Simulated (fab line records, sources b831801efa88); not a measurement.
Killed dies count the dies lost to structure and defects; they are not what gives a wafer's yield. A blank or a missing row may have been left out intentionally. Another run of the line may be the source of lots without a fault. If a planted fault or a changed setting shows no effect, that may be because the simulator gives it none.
Which tool was responsible? / flow sky130 / 11 lots, 31 wafers sampled, at 5 steps of a route of 708

## WHAT THE GAUGES READ, wafer by wafer
SKY_CONTACT_THK_MEAS_03. Usual: for CONTACT_HDPCVD_THK the level is 564 nm and the standard deviation is 4.6.
lot=L567; measured=day 29 00:46; on=film metro-03; CONTACT_HDPCVD_THK (nm)=569 563 562; flag=
lot=L569; measured=day 31 08:34; on=film metro-01; CONTACT_HDPCVD_THK (nm)=558 556 554; flag=
lot=L570; measured=day 32 07:16; on=film metro-03; CONTACT_HDPCVD_THK (nm)=558 562 555; flag=
lot=L574; measured=day 33 10:58; on=film metro-03; CONTACT_HDPCVD_THK (nm)=567 562 552; flag=
lot=L576; measured=day 34 03:07; on=film metro-01; CONTACT_HDPCVD_THK (nm)=556 497 557 497; flag=OFF
lot=L578; measured=day 34 13:35; on=film metro-01; CONTACT_HDPCVD_THK (nm)=498 504 498 504; flag=OFF
lot=L586; measured=day 36 18:07; on=film metro-04; CONTACT_HDPCVD_THK (nm)=557 568 564; flag=
lot=L587; measured=day 37 08:38; on=film metro-03; CONTACT_HDPCVD_THK (nm)=568 564 567; flag=
lot=L588; measured=day 38 04:23; on=film metro-03; CONTACT_HDPCVD_THK (nm)=559 562 558; flag=
lot=L589; measured=day 38 06:56; on=film metro-01; CONTACT_HDPCVD_THK (nm)=566 557 563; flag=
lot=L590; measured=day 38 10:41; on=film metro-03; CONTACT_HDPCVD_THK (nm)=564 562 559; flag=

SKY_CONTACT_OVL_MEAS_15. Usual: for CONTACT_OVL the level is -3 nm and the standard deviation is 5.5.
lot=L567; measured=day 30 06:07; on=overlay-01; CONTACT_OVL (nm)=1 8 0; flag=
lot=L569; measured=day 32 11:36; on=overlay-02; CONTACT_OVL (nm)=-3 2 -5; flag=
lot=L570; measured=day 33 08:58; on=overlay-01; CONTACT_OVL (nm)=-3 5 -1; flag=
lot=L574; measured=day 34 10:40; on=overlay-01; CONTACT_OVL (nm)=-9 2 -1; flag=
lot=L576; measured=day 35 05:13; on=overlay-02; CONTACT_OVL (nm)=-1 -4; flag=
lot=L578; measured=day 35 17:10; on=overlay-01; CONTACT_OVL (nm)=-5 -7; flag=
lot=L586; measured=day 37 20:11; on=overlay-01; CONTACT_OVL (nm)=-6 -6 -1; flag=
lot=L587; measured=day 38 09:56; on=overlay-01; CONTACT_OVL (nm)=5 3 7; flag=
lot=L588; measured=day 39 06:30; on=overlay-02; CONTACT_OVL (nm)=-3 -10 -6; flag=
lot=L589; measured=day 39 10:06; on=overlay-01; CONTACT_OVL (nm)=0 2 1; flag=
lot=L590; measured=day 39 13:38; on=overlay-02; CONTACT_OVL (nm)=0 -7 1; flag=

## WHICH TOOL RAN EACH LOT (tool, then ch and the chambers of the sampled wafers, then the start)
lot=L567; SKY_LI_CONTACT_ETCH_15=rie diel-02 ch 0,1, day 27 17:01; SKY_CONTACT_HDPCVD_02=hdpcvd-02 ch 1,2, day 29 00:43; SKY_CONTACT_CMP_04=cmp-01 ch 0,2, day 29 00:53
lot=L569; SKY_LI_CONTACT_ETCH_15=rie diel-03 ch 0,1,3, day 30 01:51; SKY_CONTACT_HDPCVD_02=hdpcvd-02 ch 0,1,2, day 31 08:29; SKY_CONTACT_CMP_04=cmp-02 ch 0,2, day 31 08:40
lot=L570; SKY_LI_CONTACT_ETCH_15=rie diel-04 ch 2,3, day 31 01:51; SKY_CONTACT_HDPCVD_02=hdpcvd-01 ch 0,1,2, day 32 07:12; SKY_CONTACT_CMP_04=cmp-01 ch 0,1, day 32 07:20
lot=L574; SKY_LI_CONTACT_ETCH_15=rie diel-02 ch 0,1,3, day 32 07:04; SKY_CONTACT_HDPCVD_02=hdpcvd-02 ch 0,1,2, day 33 10:53; SKY_CONTACT_CMP_04=cmp-01 ch 0,1, day 33 11:04
lot=L576; SKY_LI_CONTACT_ETCH_15=rie diel-02 ch 1,2, day 33 00:45; SKY_CONTACT_HDPCVD_02=hdpcvd-01 ch 1,2, day 34 03:02; SKY_CONTACT_CMP_04=cmp-02 ch 0,3, day 34 07:14
lot=L578; SKY_LI_CONTACT_ETCH_15=rie diel-02 ch 0,2, day 33 12:01; SKY_CONTACT_HDPCVD_02=hdpcvd-01 ch 0,2, day 34 13:30; SKY_CONTACT_CMP_04=cmp-02 ch 0,2, day 34 15:44
lot=L586; SKY_LI_CONTACT_ETCH_15=rie diel-03 ch 2,3, day 35 14:53; SKY_CONTACT_HDPCVD_02=hdpcvd-02 ch 0,1,2, day 36 18:03; SKY_CONTACT_CMP_04=cmp-01 ch 1,2,3, day 36 18:11
lot=L587; SKY_LI_CONTACT_ETCH_15=rie diel-04 ch 0,1,3, day 36 05:22; SKY_CONTACT_HDPCVD_02=hdpcvd-02 ch 0,1, day 37 08:32; SKY_CONTACT_CMP_04=cmp-01 ch 1,2,3, day 37 08:41
lot=L588; SKY_LI_CONTACT_ETCH_15=rie diel-03 ch 0,1,3, day 37 00:07; SKY_CONTACT_HDPCVD_02=hdpcvd-01 ch 1,2, day 38 04:19; SKY_CONTACT_CMP_04=cmp-01 ch 0,1,3, day 38 04:29
lot=L589; SKY_LI_CONTACT_ETCH_15=rie diel-03 ch 0,1, day 37 02:39; SKY_CONTACT_HDPCVD_02=hdpcvd-02 ch 1,2, day 38 06:52; SKY_CONTACT_CMP_04=cmp-01 ch 1,2, day 38 07:00
lot=L590; SKY_LI_CONTACT_ETCH_15=rie diel-02 ch 1,2, day 37 07:18; SKY_CONTACT_HDPCVD_02=hdpcvd-01 ch 0,1,2, day 38 10:37; SKY_CONTACT_CMP_04=cmp-02 ch 1,2, day 38 10:45
- SKY_LI_CONTACT_ETCH_15: etches PSG in C4F8/O2/Ar, stops on Si, target depth 600 nm.
- SKY_CONTACT_HDPCVD_02: deposits SiO2, target thk 565 nm, time 94.2 s.
- SKY_CONTACT_CMP_04: polishes SiO2.

## WHAT THE TOOLS THEMSELVES READ (means of the sampled wafers that have a number; where no wafer has one, the mark that the record gives instead)
SKY_LI_CONTACT_ETCH_15. Usual: oes product au reads 0.837 a.u. (standard deviation 0.0045).
lot=L567; tool=rie diel-02; oes product au (a.u.)=0.833; flag=
lot=L569; tool=rie diel-03; oes product au (a.u.)=0.839; flag=
lot=L570; tool=rie diel-04; oes product au (a.u.)=0.835; flag=
lot=L574; tool=rie diel-02; oes product au (a.u.)=0.838; flag=
lot=L576; tool=rie diel-02; oes product au (a.u.)=0.837; flag=
lot=L578; tool=rie diel-02; oes product au (a.u.)=0.832; flag=
lot=L586; tool=rie diel-03; oes product au (a.u.)=0.837; flag=
lot=L587; tool=rie diel-04; oes product au (a.u.)=0.834; flag=
lot=L588; tool=rie diel-03; oes product au (a.u.)=0.835; flag=
lot=L589; tool=rie diel-03; oes product au (a.u.)=0.839; flag=
lot=L590; tool=rie diel-02; oes product au (a.u.)=0.835; flag=

SKY_CONTACT_HDPCVD_02. Usual: run length s reads 122.3 s (standard deviation 0.54).
lot=L567; tool=hdpcvd-02; run length s (s)=122.7; flag=
lot=L569; tool=hdpcvd-02; run length s (s)=122.3; flag=
lot=L570; tool=hdpcvd-01; run length s (s)=122.1; flag=
lot=L574; tool=hdpcvd-02; run length s (s)=122.2; flag=
lot=L576; tool=hdpcvd-01; run length s (s)=117.3; flag=OFF
lot=L578; tool=hdpcvd-01; run length s (s)=111.2; flag=OFF
lot=L586; tool=hdpcvd-02; run length s (s)=122.5; flag=
lot=L587; tool=hdpcvd-02; run length s (s)=122.0; flag=
lot=L588; tool=hdpcvd-01; run length s (s)=122.5; flag=
lot=L589; tool=hdpcvd-02; run length s (s)=122.7; flag=
lot=L590; tool=hdpcvd-01; run length s (s)=122.1; flag=

SKY_CONTACT_CMP_04. Usual: edge zone pressure frac 1.000, standard deviation 0.0046; motor current A 12.0 A, standard deviation 1.1; time to endpoint s 83 s, standard deviation 3.1.
lot=L567; tool=cmp-01; edge zone pressure frac=0.999; motor current A (A)=11.8; time to endpoint s (s)=86; flag=
lot=L569; tool=cmp-02; edge zone pressure frac=1.000; motor current A (A)=13.1; time to endpoint s (s)=76; flag=
lot=L570; tool=cmp-01; edge zone pressure frac=1.002; motor current A (A)=11.5; time to endpoint s (s)=83; flag=
lot=L574; tool=cmp-01; edge zone pressure frac=0.998; motor current A (A)=11.5; time to endpoint s (s)=80; flag=
lot=L576; tool=cmp-02; edge zone pressure frac=0.999; motor current A (A)=12.9; time to endpoint s (s)=68; flag=OFF
lot=L578; tool=cmp-02; edge zone pressure frac=0.997; motor current A (A)=13.1; time to endpoint s (s)=56; flag=OFF
lot=L586; tool=cmp-01; edge zone pressure frac=1.000; motor current A (A)=12.2; time to endpoint s (s)=85; flag=
lot=L587; tool=cmp-01; edge zone pressure frac=0.999; motor current A (A)=12.7; time to endpoint s (s)=85; flag=
lot=L588; tool=cmp-01; edge zone pressure frac=1.001; motor current A (A)=11.7; time to endpoint s (s)=82; flag=
lot=L589; tool=cmp-01; edge zone pressure frac=1.002; motor current A (A)=11.8; time to endpoint s (s)=86; flag=
lot=L590; tool=cmp-02; edge zone pressure frac=1.000; motor current A (A)=12.7; time to endpoint s (s)=81; flag=

## THE ANSWER, worked out from the rows above alone
Rule: a lot is off if the mean of its wafers that have a number lies more than 3 standard deviations from the usual mean. A lot without any number at a reading at which 4 lots or more have one is off too. All remaining lots with rows at the step are treated as sound. The gauges are gone through in route order, then the tools' own readings, and for those a lot's mean is taken as printed above. The first step at which some lot is off is used, and at that step the reading that is off furthest; a lot without a number counts as furthest.
Off: at SKY_CONTACT_THK_MEAS_03 (CONTACT_HDPCVD_THK), L576, L578.
If a tool, at a process step before that reading, ran all the lots that are off and no sound lot after the first of them, it fits. Not tried: the gauges at SKY_CONTACT_THK_MEAS_03; whatever is off there is also off at SKY_CONTACT_HDPCVD_02, on other tools, and gauge error can't account for it. Not one of the candidates tried fits.

## WHAT THE SIMULATOR PUT IN
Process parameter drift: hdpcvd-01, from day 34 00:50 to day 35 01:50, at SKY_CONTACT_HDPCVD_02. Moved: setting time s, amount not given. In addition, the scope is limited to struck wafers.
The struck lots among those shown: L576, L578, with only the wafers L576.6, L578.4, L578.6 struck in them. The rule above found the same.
